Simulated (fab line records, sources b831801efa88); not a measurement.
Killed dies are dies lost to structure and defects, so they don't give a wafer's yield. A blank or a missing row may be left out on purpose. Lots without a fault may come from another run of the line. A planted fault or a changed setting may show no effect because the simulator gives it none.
fab line records | flow sky130
record lots=21 wafers=63 last_day=51
route steps=708 shown POLY_GATE@229 METAL1@452 METAL4@631 METAL5@666 PASSIVATION@692
lots that met no fault: from a run of the same line without faults
start_h: hours from the record's first day to the start of the lot's first wafer shown | wait_h: hours since the lot's step before | " the same as in the row above | L1.1+2: a row that stands for several wafers | - no value, or no start given | * or withheld: withheld | < > ~ a bound
route shown NAME@n: a module of which the file shows steps, and the number in the route of the first | usual: mean/standard deviation of fault-free wafers | same: alike in all rows | chamber/n: place in a boat | sites: the reading at each site | _std_site: their standard deviation | _edge_site: outer sites' mean less inner sites' | radius_mm: how far each site lies from the wafer's centre | mask NAME#n: copy n | behind: the tool/chamber that last shaped the wafer | hold: why the lot was held/for how many hours/how that ended | device: the transistor (n, p or np) that didn't switch | end of line: the same wafers' tests at the end of the route | a step without rows: its recipe alone | killed: dies lost to structure and defects at the first sort, not the wafer's yield | map: a wafer's dies, x killed, . not, _ none there
set.NAME: the setting as run; set.NAME@STEP: as run at that earlier step | model.NAME: the simulator's own value behind a step, which no gauge read
steps of the route over a sample of lots; a table a step, a row a wafer
services: from which hour (start_h, from the record's first day; less than 0 if before it) a tool's chamber was out of use, for how many hours, and why
## steps
# step SKY_POLY_GATE_ETCH_15
# recipe chemistry=N2/H2 target=BARC ion_energy_ev=200 source_w=500 bias_w=100 pressure_mtorr=30 n2_flow_sccm=100 h2_flow_sccm=200 stop_on=SiO2 time_s=118.5 target_depth_a=1100
# usual bias_w=100.03/0.26 chamber_pressure_mTorr=29.998/0.025 drypump_motor_current_A=5.6/0.38 oes_product_au=0.716/0.0047 throttle_valve_pct=13.213/0.0094
# columns lot.wafer tool chamber start_h wait_h bias_w chamber_pressure_mTorr drypump_motor_current_A oes_product_au rf_hours_counter_h throttle_valve_pct
L074.1 rie_diel-04 0 358.55 0.0 100.30 29.967 5.5 0.714 98 13.202
L074.3 " 3 " " 99.95 30.035 6.1 0.721 96 13.217
L074.4 " 0 " " 99.73 29.990 5.5 0.724 - 13.204
L075.1 rie_diel-03 1 367.65 0.0 100.25 30.006 5.8 0.718 8 13.213
L075.2 " 2 " " 99.99 29.991 6.0 0.709 40 13.213
L075.5 " 3 " " 100.01 30.021 5.8 0.716 - 13.210
L076.3 rie_diel-01 2 369.57 0.0 100.07 29.943 5.1 0.717 97 13.215
L076.4 " 1 " " 99.73 29.992 5.2 0.719 - 13.200
L076.6 " 0 " " 100.07 30.031 5.2 0.712 - 13.209
L078.1 rie_diel-01 1 398.10 0.0 99.60 29.967 5.2 0.714 4 13.210
L078.2 " 3 " " 99.81 30.014 5.9 0.715 7 13.213
L078.5 " 0 " " 99.79 29.996 5.2 0.724 - 13.203
L079.1 rie_diel-04 3 410.40 0.0 100.37 30.016 6.1 0.717 97 13.215
L079.3 " 2 " " 99.96 29.973 5.5 0.719 1 13.236
L079.5 " 3 " " 100.38 29.970 6.1 0.719 - 13.195
L080.1 rie_diel-03 0 414.20 0.0 100.04 29.996 5.1 0.724 68 13.211
L080.2 " 3 " " 100.16 29.999 5.9 0.715 33 13.225
L080.6 " 2 " " 100.01 30.008 6.0 0.707 - 13.220
L081.1 rie_diel-04 0 425.20 0.0 100.14 30.009 5.5 0.714 99 13.206
L081.3 " 3 " " 99.84 29.970 6.1 0.712 98 13.234
L081.5 " 3 " " 100.39 30.011 6.1 0.712 - 13.216
L082.2 rie_diel-03 0 428.25 0.0 100.42 29.989 5.1 0.713 68 13.216
L082.5 " 1 " " 99.48 29.997 5.8 0.714 - 13.217
L082.6 " 2 " " 100.56 30.008 6.1 0.713 - 13.235
L084.2 rie_diel-04 0 450.22 0.0 100.35 29.999 5.4 0.718 100 13.216
L084.4 " 2 " " 100.00 29.977 5.5 0.719 2 13.209
L084.6 " 2 " " 100.47 29.973 5.5 0.701 - 13.208
L085.2 rie_diel-04 3 462.85 0.0 100.25 30.004 6.1 0.709 98 13.196
L085.3 " 2 " " 100.31 29.983 5.5 0.719 2 13.212
L085.5 " 3 " " 100.45 29.981 6.1 0.720 - 13.219
L086.1 rie_diel-04 1 469.00 0.0 100.00 29.969 6.1 0.712 11 13.192
L086.4 " 0 " " 100.44 29.961 5.5 0.713 - 13.201
L086.5 " 2 " " 100.30 29.981 5.6 0.720 - 13.220
L087.3 rie_diel-03 1 478.85 0.0 99.81 29.962 5.7 0.726 10 13.221
L087.5 " 2 " " 100.08 30.012 6.0 0.712 - 13.191
L087.6 " 1 " " 99.43 30.007 5.8 0.721 - 13.227
L088.2 rie_diel-01 0 485.92 0.0 99.81 30.016 5.2 0.715 5 13.217
L088.4 " 0 " " 100.27 30.011 5.2 0.711 - 13.227
L088.5 " 2 " " 99.76 29.980 5.1 0.719 - 13.212
L089.1 rie_diel-03 0 499.60 0.0 99.87 30.049 5.1 0.731 70 13.224
L089.2 " 2 " " 100.65 30.003 6.0 0.714 42 13.220
L089.6 " 2 " " 100.13 29.943 6.0 0.726 - 13.207
L090.1 rie_diel-01 0 529.00 0.0 100.02 29.987 5.2 0.720 6 13.212
L090.3 " 1 " " 100.17 30.026 5.3 0.718 6 13.201
L090.5 " 0 " " 99.86 29.987 5.2 0.714 - 13.201
L091.2 rie_diel-03 3 530.25 0.0 100.78 30.020 5.9 0.720 35 13.224
L091.3 " 0 " " 99.93 30.052 5.1 0.717 70 13.211
L091.4 " 1 " " 100.34 29.986 5.7 0.715 11 13.202
L092.3 rie_diel-04 0 543.95 0.0 100.19 30.035 5.5 0.719 1 13.200
L092.5 " 3 " " 100.47 29.991 6.1 0.721 - 13.209
L092.6 " 0 " " 99.92 30.033 5.5 0.720 - 13.214
L095.2 rie_diel-01 1 558.00 0.0 99.75 29.999 5.2 0.715 7 13.217
L095.5 " 3 " " 99.99 29.996 5.9 0.715 - 13.213
L095.6 " 0 " " 99.59 29.984 5.2 0.716 - 13.220
L094.1 rie_diel-01 1 562.77 0.0 99.76 30.032 5.2 0.720 7 13.218
L094.2 " 3 " " 99.66 29.982 6.0 0.716 10 13.213
L094.4 " 2 " " 99.81 30.044 5.1 0.727 2 13.207
L096.1 rie_diel-03 1 564.77 0.0 100.02 30.005 5.7 0.714 12 13.207
L096.3 " 0 " " 100.27 29.977 5.1 0.721 71 13.207
L096.5 " 1 " " 99.60 29.953 5.7 0.714 - 13.203
L097.1 rie_diel-04 0 612.20 0.0 99.84 30.011 5.5 0.710 2 13.217
L097.2 " 2 " " 99.68 30.001 5.5 0.715 5 13.193
L097.4 " 3 " " 99.93 29.973 6.1 0.720 2 13.220
# step SKY_METAL1_ETCH_18
# recipe chemistry=N2/H2 target=BARC ion_energy_ev=200 bias_w=100 pressure_mtorr=30 n2_flow_sccm=100 h2_flow_sccm=200 icp_w=500 stop_on=SiO2 time_s=45.9 target_depth_a=600
# usual bias_w=100.0/0.32 chamber_pressure_mTorr=29.998/0.026 drypump_motor_current_A=5.6/0.31 oes_product_au=0.854/0.0047 throttle_valve_pct=13.225/0.0094
# columns lot.wafer tool chamber start_h wait_h bias_w chamber_pressure_mTorr drypump_motor_current_A oes_product_au rf_hours_counter_h throttle_valve_pct
L074.1 rie_metal-04 0 748.99 0.1 100.4 30.009 5.6 0.860 0 13.238
L074.3 " 0 " " 100.2 29.953 5.6 0.853 - 13.223
L074.4 " 0 " " 100.0 30.020 5.5 0.860 - 13.220
L076.3 rie_metal-01 1 760.51 0.0 99.9 30.017 5.3 0.856 - 13.213
L076.4 " 0 " " 100.1 29.985 6.0 0.860 - 13.216
L076.6 " 0 " " 100.0 30.035 6.0 0.848 - 13.231
L075.1 rie_metal-03 1 763.00 0.0 99.9 30.017 5.5 0.852 11 13.216
L075.2 " 0 " " 99.7 30.033 5.1 0.853 1 13.206
L075.5 " 1 " " 100.3 29.992 5.5 0.866 - 13.237
L078.1 rie_metal-04 0 790.38 0.0 100.1 29.999 5.5 0.859 2 13.245
L078.2 " 1 " " 100.1 30.004 6.0 0.854 9 13.217
L078.5 " 0 " " 100.1 30.010 5.5 0.850 - 13.215
L079.1 rie_metal-03 0 800.91 0.0 99.9 30.032 5.1 0.849 2 13.237
L079.3 " 1 " " 100.5 29.957 5.5 0.858 - 13.237
L079.5 " 1 " " 100.2 29.971 5.5 0.848 - 13.210
L080.1 rie_metal-04 1 802.96 0.0 99.4 29.955 5.9 0.857 10 13.218
L080.2 " 0 " " 100.2 30.025 5.5 0.861 3 13.213
L080.6 " 0 " " 99.8 30.033 5.5 0.858 - 13.231
L081.1 rie_metal-04 1 814.94 0.0 99.7 30.012 6.0 0.858 10 13.224
L081.3 " 1 " " 99.8 29.997 6.0 0.857 - 13.225
L081.5 " 0 " " 100.3 29.999 5.6 0.860 - 13.229
L082.2 rie_metal-01 1 816.99 0.0 99.8 29.994 5.3 0.859 9 13.209
L082.5 " 1 " " 99.5 30.000 5.2 0.854 - 13.228
L082.6 " 0 " " 99.9 30.084 6.0 0.861 - 13.231
L084.2 rie_metal-03 0 834.63 0.0 99.5 30.016 5.1 0.853 3 13.229
L084.4 " 0 " " 99.9 29.970 5.1 0.855 - 13.226
L084.6 " 0 " " 99.5 29.994 5.1 0.863 - 13.239
L085.2 rie_metal-01 0 840.94 0.0 100.2 30.041 6.0 0.856 12 13.236
L085.3 " 1 " " 99.8 30.003 5.2 0.856 - 13.230
L085.5 " 0 " " 100.2 30.029 6.0 0.849 - 13.239
L086.1 rie_metal-04 0 850.91 0.0 99.9 29.950 5.5 0.853 4 13.213
L086.4 " 1 " " 100.8 29.995 5.9 0.851 - 13.222
L086.5 " 1 " " 100.5 29.983 5.9 0.851 - 13.235
L087.3 rie_metal-01 1 857.06 0.0 100.3 29.973 5.2 0.851 - 13.219
L087.5 " 0 " " 100.0 29.975 6.0 0.851 - 13.224
L087.6 " 1 " " 100.5 29.978 5.2 0.862 - 13.225
L088.2 rie_metal-04 1 864.39 0.0 99.3 30.022 5.9 0.855 12 13.234
L088.4 " 1 " " 99.2 29.990 5.9 0.851 - 13.230
L088.5 " 0 " " 100.6 30.002 5.5 0.857 - 13.226
L089.1 rie_metal-04 1 875.36 0.0 100.0 29.995 5.9 0.849 12 13.214
L089.2 " 0 " " 99.7 30.014 5.6 0.858 5 13.206
L089.6 " 1 " " 100.0 29.932 5.9 0.857 - 13.220
L090.1 rie_metal-04 0 901.13 0.0 99.5 30.021 5.5 0.854 6 13.221
L090.3 " 1 " " 100.3 29.993 6.0 0.854 - 13.217
L090.5 " 0 " " 100.0 30.017 5.5 0.861 - 13.225
L091.2 rie_metal-04 1 904.51 0.0 100.3 29.951 6.0 0.857 13 13.206
L091.3 " 1 " " 100.0 30.033 6.0 0.856 - 13.221
L091.4 " 0 " " 99.8 29.980 5.6 0.850 - 13.223
L092.3 rie_metal-03 0 912.40 0.0 99.8 29.974 5.1 0.858 - 13.229
L092.5 " 0 " " 100.3 30.045 5.1 0.849 - 13.208
L092.6 " 1 " " 100.2 29.990 5.5 0.853 - 13.232
L095.2 rie_metal-01 0 931.04 0.0 100.4 30.046 6.0 0.845 16 13.227
L095.5 " 1 " " 100.2 29.994 5.3 0.847 - 13.233
L095.6 " 0 " " 99.6 30.014 6.0 0.851 - 13.234
L094.1 rie_metal-04 0 931.33 0.0 100.0 29.987 5.6 0.856 8 13.222
L094.2 " 1 " " 100.0 29.988 5.9 0.857 15 13.231
L094.4 " 0 " " 99.9 29.979 5.6 0.854 - 13.225
L096.1 rie_metal-01 1 931.96 0.0 99.0 29.992 5.2 0.847 14 13.248
L096.3 " 1 " " 99.5 29.930 5.3 0.858 - 13.227
L096.5 " 0 " " 100.0 29.985 6.0 0.855 - 13.221
L097.1 rie_metal-01 1 970.08 0.0 100.0 30.022 5.2 0.854 16 13.229
L097.2 " 0 " " 99.2 29.991 6.0 0.849 18 13.222
L097.4 " 1 " " 100.0 30.030 5.2 0.854 - 13.213
# step SKY_METAL4_DESCUM_15
# recipe chemistry=O2 source_power_w=150 bias_power_w=0 pressure_mtorr=10 temp_c=40 time_s=8
# usual chamber_pressure_mTorr=10.000/0.0093 drypump_motor_current_A=5.6/0.52 oes_product_au=1.007/0.013
# columns lot.wafer tool chamber start_h wait_h chamber_pressure_mTorr drypump_motor_current_A oes_product_au rf_hours_counter_h
L074.1 rie_metal-02 1 966.45 0.0 10.001 4.8 0.984 1
L074.3 " 1 " " 9.982 4.8 0.988 -
L074.4 " 0 " " 9.994 6.2 1.002 -
L076.3 rie_metal-04 0 976.11 0.0 9.986 5.5 1.005 -
L076.4 " 1 " " 10.006 5.9 1.012 -
L076.6 " 0 " " 9.985 5.5 1.005 -
L075.1 rie_metal-02 0 978.57 0.0 9.989 6.2 1.002 4
L075.2 " 1 " " 10.002 4.8 0.991 2
L075.5 " 0 " " 10.025 6.2 1.003 -
L078.1 rie_metal-02 0 1003.82 0.0 10.007 6.2 0.999 5
L078.2 " 1 " " 9.984 4.8 0.993 3
L078.5 " 1 " " 10.010 4.9 0.985 -
L079.1 rie_metal-02 1 1013.17 0.0 10.009 4.8 1.001 3
L079.3 " 0 " " 10.011 6.2 1.013 -
L079.5 " 1 " " 10.018 4.8 0.995 -
L080.1 rie_metal-02 1 1013.70 0.0 10.004 4.9 0.986 3
L080.2 " 0 " " 10.019 6.2 1.009 6
L080.6 " 0 " " 10.007 6.1 1.007 -
L081.1 rie_metal-01 0 1025.22 0.0 10.008 6.0 1.001 21
L081.3 " 0 " " 10.010 6.0 1.006 -
L081.5 " 0 " " 10.006 6.0 1.008 -
L082.2 rie_metal-02 1 1026.00 0.0 9.996 4.8 0.997 4
L082.5 " 0 " " 9.994 6.2 1.015 -
L082.6 " 1 " " 9.991 4.9 0.989 -
L084.2 rie_metal-01 0 1041.80 0.0 10.005 6.0 1.020 22
L084.4 " 1 " " 10.001 5.2 1.007 -
L084.6 " 0 " " 10.004 6.0 1.014 -
L085.2 rie_metal-02 0 1047.58 0.0 10.006 6.2 1.006 8
L085.3 " 0 " " 9.991 6.2 1.022 -
L085.5 " 1 " " 9.990 4.8 0.999 -
L086.1 rie_metal-04 0 1057.00 0.0 9.981 5.5 1.031 15
L086.4 " 0 " " 10.011 5.5 1.028 -
L086.5 " 0 " " 9.994 5.4 1.020 -
L087.3 rie_metal-02 1 1060.07 0.0 9.993 4.8 0.991 -
L087.5 " 0 " " 9.995 6.2 1.015 -
L087.6 " 1 " " 9.997 4.8 0.988 -
L088.2 rie_metal-02 1 1065.00 0.0 10.014 4.9 0.989 7
L088.4 " 1 " " 10.005 4.8 0.998 -
L088.5 " 1 " " 10.008 4.8 0.990 -
L089.1 rie_metal-04 1 1073.15 0.0 10.008 6.0 1.025 23
L089.2 " 0 " " 10.004 5.5 1.023 16
L089.6 " 0 " " 10.001 5.5 1.023 -
L090.1 rie_metal-02 0 1094.56 0.0 9.986 6.2 0.999 11
L090.3 " 1 " " 9.999 4.8 0.984 -
L090.5 " 1 " " 10.014 4.8 0.990 -
L091.2 rie_metal-04 1 1099.41 0.0 9.994 5.9 1.031 24
L091.3 " 0 " " 9.996 5.6 1.029 -
L091.4 " 1 " " 10.001 5.9 1.025 -
L092.3 rie_metal-04 0 1104.31 0.0 9.987 5.5 1.006 -
L092.5 " 0 " " 9.996 5.5 1.019 -
L092.6 " 1 " " 10.006 5.9 1.020 -
L095.2 rie_metal-04 0 1119.65 0.0 9.997 5.5 1.016 19
L095.5 " 0 " " 10.016 5.6 1.016 -
L095.6 " 1 " " 9.999 5.9 1.029 -
L094.1 rie_metal-01 0 1120.68 0.0 9.987 6.0 0.996 4
L094.2 " 1 " " 10.005 5.2 1.013 27
L094.4 " 0 " " 10.005 6.0 0.998 -
L096.1 rie_metal-02 1 1121.95 0.0 10.009 4.8 0.980 11
L096.3 " 0 " " 9.998 6.2 1.006 -
L096.5 " 1 " " 10.012 4.8 0.991 -
L097.1 rie_metal-01 0 1149.48 0.0 9.987 6.0 0.994 6
L097.2 " 1 " " 9.983 5.3 1.010 29
L097.4 " 0 " " 10.013 6.0 0.995 -
# step SKY_METAL4_STRIP_19
# recipe chemistry=O2/N2 power_w=1400 pressure_mtorr=1500 platen_temp_c=withheld o2_flow_sccm=3000 n2_flow_sccm=300 overash_fraction=0.5
# usual chamber_pressure_mTorr=1500.1/1.4 drypump_motor_current_A=5.68/0.28 oes_product_au=0.499/0.0065 strip_time_to_endpoint_s=6.46/0.094
# columns lot.wafer tool chamber start_h wait_h chamber_pressure_mTorr drypump_motor_current_A oes_product_au rf_hours_counter_h strip_time_to_endpoint_s
L074.1 plasma_asher-04 1 966.78 0.1 1500.2 5.32 0.496 116 6.51
L074.3 " 0 " " 1500.3 5.35 0.503 - 6.53
L074.4 " 1 " " 1500.9 5.33 0.498 - 6.55
L076.3 plasma_asher-02 0 976.46 0.1 1500.1 5.78 0.502 - 6.51
L076.4 " 1 " " 1499.9 5.98 0.495 - 6.44
L076.6 " 1 " " 1501.6 5.96 0.502 - 6.42
L075.1 plasma_asher-02 1 978.90 0.1 1498.4 5.95 0.502 84 6.39
L075.2 " 0 " " 1498.4 5.77 0.495 84 6.38
L075.5 " 0 " " 1498.8 5.77 0.498 - 6.37
L078.1 plasma_asher-04 1 1004.15 0.1 1499.1 5.31 0.496 119 6.33
L078.2 " 0 " " 1500.5 5.34 0.489 119 6.33
L078.5 " 1 " " 1503.8 5.32 0.499 - 6.28
L079.1 plasma_asher-02 1 1013.50 0.1 1498.0 5.96 0.504 88 6.55
L079.3 " 1 " " 1498.6 5.97 0.500 - 6.47
L079.5 " 0 " " 1500.9 5.78 0.512 - 6.62
L080.1 plasma_asher-04 1 1014.03 0.1 1501.3 5.34 0.495 120 6.40
L080.2 " 0 " " 1500.2 5.35 0.482 120 6.35
L080.6 " 0 " " 1501.1 5.33 0.496 - 6.39
L081.1 plasma_asher-04 0 1025.61 0.2 1500.8 5.35 0.501 122 6.45
L081.3 " 1 " " 1502.0 5.32 0.498 - 6.45
L081.5 " 0 " " 1499.8 5.35 0.505 - 6.43
L082.2 plasma_asher-04 1 1026.33 0.1 1501.3 5.34 0.493 122 6.50
L082.5 " 1 " " 1500.9 5.34 0.499 - 6.55
L082.6 " 0 " " 1498.9 5.35 0.511 - 6.53
L084.2 plasma_asher-02 0 1042.13 0.1 1498.4 5.79 0.494 91 6.35
L084.4 " 1 " " 1500.0 5.96 0.503 - 6.37
L084.6 " 0 " " 1498.7 5.77 0.492 - 6.31
L085.2 plasma_asher-04 0 1047.90 0.1 1502.3 5.34 0.495 124 6.33
L085.3 " 1 " " 1500.9 5.34 0.495 - 6.38
L085.5 " 1 " " 1500.3 5.32 0.495 - 6.38
L086.1 plasma_asher-03 1 1057.33 0.1 1501.9 5.32 0.501 62 6.62
L086.4 " 0 " " 1500.7 6.08 0.482 - 6.36
L086.5 " 0 " " 1501.3 6.07 0.497 - 6.58
L087.3 plasma_asher-03 0 1060.59 0.2 1498.6 6.06 0.495 - 6.45
L087.5 " 0 " " 1498.8 6.07 0.506 - 6.49
L087.6 " 1 " " 1500.3 5.30 0.496 - 6.48
L088.2 plasma_asher-02 1 1065.51 0.2 1500.6 5.94 0.500 93 6.48
L088.4 " 0 " " 1500.1 5.75 0.492 - 6.45
L088.5 " 1 " " 1500.1 5.98 0.501 - 6.49
L089.1 plasma_asher-02 0 1073.48 0.1 1499.5 5.77 0.497 94 6.42
L089.2 " 1 " " 1500.5 5.97 0.500 94 6.59
L089.6 " 0 " " 1501.1 5.81 0.495 - 6.38
L090.1 plasma_asher-02 0 1094.88 0.1 1500.7 5.74 0.507 96 6.56
L090.3 " 0 " " 1500.8 5.78 0.507 - 6.52
L090.5 " 1 " " 1499.7 5.95 0.511 - 6.61
L091.2 plasma_asher-02 1 1099.73 0.1 1501.8 5.95 0.499 97 6.50
L091.3 " 1 " " 1501.5 5.96 0.512 - 6.63
L091.4 " 0 " " 1499.4 5.79 0.510 - 6.53
L092.3 plasma_asher-02 0 1104.70 0.1 1499.6 5.75 0.502 - 6.57
L092.5 " 1 " " 1497.4 5.99 0.497 - 6.47
L092.6 " 0 " " 1499.7 5.79 0.514 - 6.59
L095.2 plasma_asher-02 0 1119.98 0.1 1502.6 5.77 0.494 99 6.41
L095.5 " 1 " " 1499.7 5.95 0.500 - 6.41
L095.6 " 0 " " 1499.5 5.79 0.504 - 6.59
L094.1 plasma_asher-02 1 1121.00 0.1 1498.3 5.94 0.493 99 6.36
L094.2 " 0 " " 1502.3 5.80 0.493 99 6.38
L094.4 " 1 " " 1496.5 5.93 0.499 - 6.27
L096.1 plasma_asher-02 0 1122.27 0.1 1500.2 5.77 0.508 99 6.46
L096.3 " 1 " " 1501.0 5.96 0.503 - 6.59
L096.5 " 0 " " 1499.4 5.78 0.495 - 6.55
L097.1 plasma_asher-02 0 1149.80 0.1 1500.3 5.80 0.495 102 6.37
L097.2 " 1 " " 1500.1 5.92 0.489 102 6.34
L097.4 " 0 " " 1501.2 5.81 0.486 - 6.29
# step SKY_METAL5_RS_MEAS_05
# recipe thk_meas_gauge=four-point-probe reads=TiN_of_METAL5_SPUTTER_04+Ti_of_METAL5_SPUTTER_03+AlCu_of_METAL5_SPUTTER_02+TiN_of_METAL5_SPUTTER_01+Ti_of_METAL5_SPUTTER_00
# usual METAL5_ALCU_RS=0.0270/0.00033
# columns lot.wafer tool chamber start_h wait_h METAL5_ALCU_RS[ohm/sq]
L074.1 film_metro-02 - 993.88 0.0 0.0275
L074.3 " - " " 0.0273
L074.4 " - " " 0.0271
L076.3 film_metro-03 - 1002.17 0.1 0.0267
L076.4 " - " " 0.0270
L076.6 " - " " 0.0272
L075.1 film_metro-02 - 1004.91 0.0 0.0271
L075.2 " - " " 0.0274
L075.5 " - " " 0.0275
L078.1 film_metro-04 - 1029.13 0.0 0.0270
L078.2 " - " " 0.0271
L078.5 " - " " 0.0271
L079.1 film_metro-03 - 1038.60 0.0 0.0266
L079.3 " - " " 0.0262
L079.5 " - " " 0.0264
L080.1 film_metro-02 - 1038.85 0.0 0.0266
L080.2 " - " " 0.0268
L080.6 " - " " 0.0265
L081.1 film_metro-03 - 1050.63 0.0 0.0262
L081.3 " - " " 0.0264
L081.5 " - " " 0.0266
L082.2 film_metro-04 - 1050.95 0.0 0.0275
L082.5 " - " " 0.0275
L082.6 " - " " 0.0279
L084.2 film_metro-02 - 1066.11 0.0 0.0270
L084.4 " - " " 0.0266
L084.6 " - " " 0.0269
L085.2 film_metro-02 - 1071.83 0.0 0.0268
L085.3 " - " " 0.0267
L085.5 " - " " 0.0267
L086.1 film_metro-03 - 1081.19 0.0 0.0267
L086.4 " - " " 0.0266
L086.5 " - " " 0.0269
L087.3 film_metro-02 - 1084.07 0.1 0.0269
L087.5 " - " " 0.0265
L087.6 " - " " 0.0267
L088.2 film_metro-02 - 1088.72 0.0 0.0265
L088.4 " - " " 0.0265
L088.5 " - " " 0.0264
L089.1 film_metro-04 - 1096.92 0.0 0.0274
L089.2 " - " " 0.0269
L089.6 " - " " 0.0271
L090.1 film_metro-02 - 1117.55 0.0 0.0269
L090.3 " - " " 0.0270
L090.5 " - " " 0.0273
L091.2 film_metro-03 - 1121.75 0.0 0.0270
L091.3 " - " " 0.0270
L091.4 " - " " 0.0270
L092.3 film_metro-04 - 1126.77 0.1 0.0273
L092.5 " - " " 0.0273
L092.6 " - " " 0.0271
L095.2 film_metro-02 - 1141.56 0.0 0.0269
L095.5 " - " " 0.0270
L095.6 " - " " 0.0269
L094.1 film_metro-04 - 1142.75 0.0 0.0270
L094.2 " - " " 0.0271
L094.4 " - " " 0.0273
L096.1 film_metro-02 - 1143.39 0.0 0.0269
L096.3 " - " " 0.0271
L096.5 " - " " 0.0271
L097.1 film_metro-04 - 1169.31 0.0 0.0274
L097.2 " - " " 0.0272
L097.4 " - " " 0.0273
# step SKY_PASSIVATION_ETCH_11
# recipe chemistry=CF4/O2 target_depth_nm=725 stop_on=AlCu source_w=800 bias_w=150 pressure_mtorr=150 cf4_flow_sccm=80 O2_flow_sccm=10 time_s=161.1
# usual bias_w=150.0/0.47 chamber_pressure_mTorr=150.00/0.14 drypump_motor_current_A=5.6/0.34 oes_product_au=0.977/0.0064 throttle_valve_pct=5.963/0.0094
# columns lot.wafer tool chamber start_h wait_h bias_w chamber_pressure_mTorr drypump_motor_current_A oes_product_au rf_hours_counter_h throttle_valve_pct
L074.1 rie_diel-04 2 1040.00 - 150.0 149.82 5.5 0.973 17 5.970
L074.3 " 3 " " 150.2 150.10 6.1 0.977 14 5.969
L074.4 " 0 " " 149.2 150.06 5.5 0.988 - 5.966
L076.3 rie_diel-04 2 1048.62 - 149.7 149.88 5.5 0.978 17 5.956
L076.4 " 1 " " 151.0 150.13 6.1 0.984 26 5.957
L076.6 " 0 " " 149.8 150.14 5.5 0.984 - 5.976
L075.1 rie_diel-04 2 1050.62 - 150.9 150.26 5.5 0.973 17 5.965
L075.2 " 1 " " 150.9 149.88 6.1 0.981 26 5.961
L075.5 " 0 " " 149.9 149.95 5.4 0.981 - 5.967
L078.1 rie_diel-02 3 1073.27 - 149.8 149.93 5.9 0.975 13 5.963
L078.2 " 0 " " 150.4 150.14 5.3 0.980 14 5.955
L078.5 " 3 " " 150.0 149.69 6.0 0.978 - 5.963
L079.1 rie_diel-04 2 1081.34 - 150.0 149.75 5.5 0.967 18 5.945
L079.3 " 3 " " 150.6 150.15 6.1 0.984 16 5.960
L079.5 " 0 " " 149.8 149.94 5.5 0.985 - 5.960
L080.1 rie_diel-01 0 1081.87 - 149.6 149.99 5.2 0.978 23 5.963
L080.2 " 3 " " 151.0 149.79 6.0 0.979 25 5.974
L080.6 " 3 " " 150.6 150.18 5.9 0.984 - 5.974
L081.1 rie_diel-01 0 1092.12 - 149.8 150.09 5.2 0.977 23 5.956
L081.3 " 2 " " 149.5 150.03 5.1 0.980 17 5.960
L081.5 " 2 " " 149.8 150.11 5.1 0.981 - 5.960
L082.2 rie_diel-02 1 1093.14 - 149.3 150.06 5.1 0.984 10 5.967
L082.5 " 2 " " 150.1 150.21 5.8 0.960 - 5.963
L082.6 " 1 " " 149.4 150.27 5.2 0.977 - 5.951
L084.2 rie_diel-02 1 1107.95 - 150.2 150.16 5.2 0.974 10 5.965
L084.4 " 0 " " 149.9 150.07 5.3 0.967 15 5.950
L084.6 " 3 " " 150.2 150.12 6.0 0.978 - 5.966
L085.2 rie_diel-01 0 1113.80 - 149.5 150.13 5.1 0.972 24 5.957
L085.3 " 3 " " 149.5 150.11 6.0 0.972 26 5.971
L085.5 " 3 " " 149.7 150.13 5.9 0.984 - 5.979
L086.1 rie_diel-01 0 1122.85 - 150.3 149.68 5.2 0.981 25 5.952
L086.4 " 2 " " 149.9 149.73 5.1 0.970 19 5.954
L086.5 " 2 " " 150.0 150.11 5.1 0.971 - 5.954
L087.3 rie_diel-04 3 1124.55 - 149.6 150.22 6.1 0.967 17 5.967
L087.5 " 3 " " 149.2 149.89 6.1 0.977 - 5.957
L087.6 " 0 " " 150.8 150.17 5.5 0.975 - 5.959
L088.2 rie_diel-04 2 1128.95 - 150.1 150.00 5.6 0.979 20 5.956
L088.4 " 1 " " 150.1 149.87 6.1 0.980 29 5.981
L088.5 " 2 " " 149.8 149.87 5.5 0.982 - 5.975
L089.1 rie_diel-02 3 1136.82 - 149.4 150.07 6.0 0.974 15 5.972
L089.2 " 1 " " 149.4 149.89 5.2 0.979 11 5.982
L089.6 " 1 " " 149.6 150.22 5.2 0.988 - 5.964
L090.1 rie_diel-02 1 1154.22 - 149.0 149.87 5.2 0.976 12 5.967
L090.3 " 2 " " 150.5 150.00 5.8 0.972 6 5.965
L090.5 " 0 " " 149.6 149.86 5.3 0.972 - 5.950
L091.2 rie_diel-04 2 1159.55 - 149.7 149.91 5.5 0.983 - 5.963
L091.3 " 2 " " 150.1 150.02 5.5 0.986 - 5.958
L091.4 " 2 " " 149.0 149.99 5.5 0.976 - 5.970
L092.3 rie_diel-01 0 1163.09 - 150.3 150.04 5.2 0.977 26 5.966
L092.5 " 2 " " 150.3 149.96 5.1 0.988 - 5.949
L092.6 " 1 " " 150.5 150.06 5.2 0.971 - 5.973
L095.2 rie_diel-04 2 1177.85 - 149.7 150.21 5.5 0.973 - 5.983
L095.5 " 2 " " 150.4 149.86 5.5 0.978 - 5.975
L095.6 " 2 " " 149.8 150.01 5.5 0.979 - 5.955
L094.1 rie_diel-02 2 1178.50 - 150.5 149.87 5.8 0.969 7 5.964
L094.2 " 1 " " 151.0 150.01 5.2 0.969 12 5.956
L094.4 " 0 " " 150.1 150.15 5.3 0.974 17 5.969
L096.1 rie_diel-01 3 1179.02 - 149.8 150.11 6.0 0.983 29 5.969
L096.3 " 1 " " 150.1 149.97 5.2 0.974 26 5.972
L096.5 " 2 " " 149.9 149.89 5.1 0.973 - 5.970
L097.1 rie_diel-04 2 1201.79 - 150.1 150.00 5.5 0.976 25 5.948
L097.2 " 3 " " 149.6 149.96 6.1 0.985 19 5.957
L097.4 " 0 " " 150.4 149.79 5.5 0.989 20 5.966
## services
# columns tool chamber start_h hours kind
plasma_asher-02 - 365.76 0.5 repair
rie_diel-04 2 373.76 3.9 repair
rie_diel-04 0 386.23 7.1 repair
rie_diel-04 3 432.95 13.7 repair
rie_metal-04 1 443.96 7.3 repair
rie_diel-04 - 488.85 2.8 pm
rie_metal-04 0 557.73 5.6 repair
plasma_asher-02 - 563.80 0.5 repair
plasma_asher-02 - 619.10 2.8 pm
rie_diel-04 0 622.05 2.9 repair
plasma_asher-02 - 626.37 1.7 repair
rie_metal-04 0 638.65 11.1 repair
rie_diel-04 - 671.92 0.5 repair
rie_diel-04 - 687.23 0.8 repair
rie_metal-04 1 718.81 5.2 repair
plasma_asher-02 - 734.81 6.5 pm
rie_metal-04 1 745.67 4.5 repair
plasma_asher-02 - 784.65 7.7 repair
rie_metal-04 - 884.22 2.8 pm
rie_diel-04 2 918.50 6.0 repair
rie_diel-04 1 1037.13 7.0 repair
rie_diel-04 0 1157.51 33.2 repair
rie_diel-04 3 1158.40 35.0 repair
rie_diel-04 1 1175.73 12.1 repair
## key
fault none
